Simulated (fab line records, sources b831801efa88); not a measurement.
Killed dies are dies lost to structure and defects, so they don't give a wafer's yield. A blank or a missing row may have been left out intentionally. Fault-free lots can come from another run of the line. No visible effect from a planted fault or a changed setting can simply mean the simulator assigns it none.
Struck lot and sound lot, side by side -- flow gf180mcu -- 43 out of 602 route steps
Sound: the wafers L583.2, L583.3, L583.6. Struck: wafer L597.1 (left out: L597.2, L597.5 of the same lot, which were not struck); the cause appears at the end.
At each step with rows: each side's tool, then ch and its chambers, then its first start. Under that, the readings that differ: sound wafers -- struck wafers -- difference of the means -- sigmas: that difference in standard deviations of wafers without a fault.
alike: a reading whose means differ by less than 2 such deviations, as well as words and numbers matching on both sides. not compared: withheld readings; readings where some wafer has no value; bounds like >300 that might hide an equal value; numbers whose values overlap and for which the record gives no deviation.
Wherever a step has rows on one side only, a row that says differs or no value, or a row with sigmas, the two part there. Non-overlapping numbers with no deviation appear without sigmas and do not part them. A reading missing from all wafers of one side parts the sides only when that side holds two or more wafers.

GF_LVPWELL_STRIP_10: strips in O2/N2.
  sound on plasma-asher-01 ch 0,1, day 4 14:29; struck on plasma-asher-01 ch 0, day 7 21:58
  alike: drypump-motor-current-A, heater-power-w, oes-product-au, strip-time-to-endpoint-s
  not compared: rf-hours-counter-h
GF_LVPWELL_TW_MEAS_11:
  struck on film-metro-01, day 7 22:04; sound on film-metro-02, day 4 14:35
reading,sound,struck,difference,sigmas
LVPWELL_TW,549 546 549,562,+14,+2
then, 7 steps without rows for these wafers: GF_MVSD_DEHYDRATE_00 (time 60 s); GF_MVSD_HMDS_01 (prime time 60 s); GF_MVSD_COAT_02 (resist thk 3000 nm); GF_MVSD_SOFTBAKE_03; GF_MVSD_EXPOSE_04 (exposes mask MVSD, target cd 1000 nm); GF_MVSD_PEB_05; GF_MVSD_DEVELOP_06 (develop time 60 s).
GF_MVSD_OVL_MEAS_07:
  struck on overlay-02, day 8 13:38; sound on overlay-01, day 5 04:38
  alike: MVSD_OVL
then, 2 steps without rows for these wafers: GF_MVSD_IMPLANT_08; GF_MVSD_IMPLANT_09.
GF_MVSD_STRIP_10: strips in O2/N2.
  sound on plasma-asher-03 ch 0,1, day 5 04:58; struck on plasma-asher-01 ch 0, day 8 13:58
  alike: drypump-motor-current-A, heater-power-w, oes-product-au, strip-time-to-endpoint-s
  not compared: rf-hours-counter-h
GF_MVSD_TW_MEAS_11:
  struck on film-metro-02, day 8 14:04; sound on film-metro-02, day 5 05:05
  alike: MVSD_TW
then, 7 steps without rows for these wafers: GF_MVPSD_DEHYDRATE_00 (time 60 s); GF_MVPSD_HMDS_01 (prime time 60 s); GF_MVPSD_COAT_02 (resist thk 3000 nm); GF_MVPSD_SOFTBAKE_03; GF_MVPSD_EXPOSE_04 (exposes mask MVPSD, target cd 1000 nm); GF_MVPSD_PEB_05; GF_MVPSD_DEVELOP_06 (develop time 60 s).
GF_MVPSD_OVL_MEAS_07:
  struck on overlay-01, day 9 06:52; sound on overlay-01, day 5 19:11
  alike: MVPSD_OVL
then, 2 steps without rows for these wafers: GF_MVPSD_IMPLANT_08; GF_MVPSD_IMPLANT_09.
GF_MVPSD_STRIP_10: strips in O2/N2.
  sound on plasma-asher-04 ch 0,1, day 5 19:31; struck on plasma-asher-04 ch 0, day 9 07:11
  alike: drypump-motor-current-A, heater-power-w, oes-product-au, strip-time-to-endpoint-s
  not compared: rf-hours-counter-h
GF_MVPSD_TW_MEAS_11:
  struck on film-metro-01, day 9 07:17; sound on film-metro-01, day 5 19:38
  alike: MVPSD_TW
then, 7 steps without rows for these wafers: GF_VT_IMPLANT_DEHYDRATE_00 (time 60 s); GF_VT_IMPLANT_HMDS_01 (prime time 60 s); GF_VT_IMPLANT_COAT_02 (resist thk 1000 nm); GF_VT_IMPLANT_SOFTBAKE_03 (time 60 s); GF_VT_IMPLANT_EXPOSE_04 (exposes mask LVPWELL LV AREA, target cd 600 nm); GF_VT_IMPLANT_PEB_05; GF_VT_IMPLANT_DEVELOP_06 (develop time 60 s).
GF_VT_IMPLANT_OVL_MEAS_07:
  struck on overlay-02, day 10 01:02; sound on overlay-02, day 6 09:11
reading,sound,struck,difference,sigmas
VT_IMPLANT_OVL (nm),2.6 3.3 0.5,-1.8,-3.9,-3
then, 1 step without rows for these wafers: GF_VT_IMPLANT_IMPLANT_08.
GF_VT_IMPLANT_STRIP_09: strips in O2/N2.
  sound on plasma-asher-02 ch 0,1, day 6 09:22; struck on plasma-asher-04 ch 0, day 10 01:13
  alike: drypump-motor-current-A, heater-power-w, oes-product-au, strip-time-to-endpoint-s
  not compared: rf-hours-counter-h
GF_VT_IMPLANT_TW_MEAS_10:
  struck on film-metro-02, day 10 01:19; sound on film-metro-02, day 6 09:29
  alike: VT_IMPLANT_TW
then, 5 steps without rows for these wafers: GF_VT_IMPLANT_DEHYDRATE_11 (time 60 s); GF_VT_IMPLANT_HMDS_12 (prime time 60 s); GF_VT_IMPLANT_COAT_13 (resist thk 1000 nm); GF_VT_IMPLANT_SOFTBAKE_14 (time 60 s); GF_VT_IMPLANT_EXPOSE_15 (exposes mask Nwell LV AREA, target cd 860 nm).
-- a jump in the record: the struck wafers' starts before and after are 24 days apart (it breaks off in module VT_IMPLANT and resumes in module PASSIVATION, where the first step shown is number 602 of the route) --
GF_PASSIVATION_PROBE_99:
  record: rows for the struck wafers here (prober-02, day 34 00:37), none for the sound ones

## WHERE THEY PART
At GF_LVPWELL_TW_MEAS_11 first; at GF_PASSIVATION_PROBE_99 last (within this record only).

WHY: what had been put in by the simulator
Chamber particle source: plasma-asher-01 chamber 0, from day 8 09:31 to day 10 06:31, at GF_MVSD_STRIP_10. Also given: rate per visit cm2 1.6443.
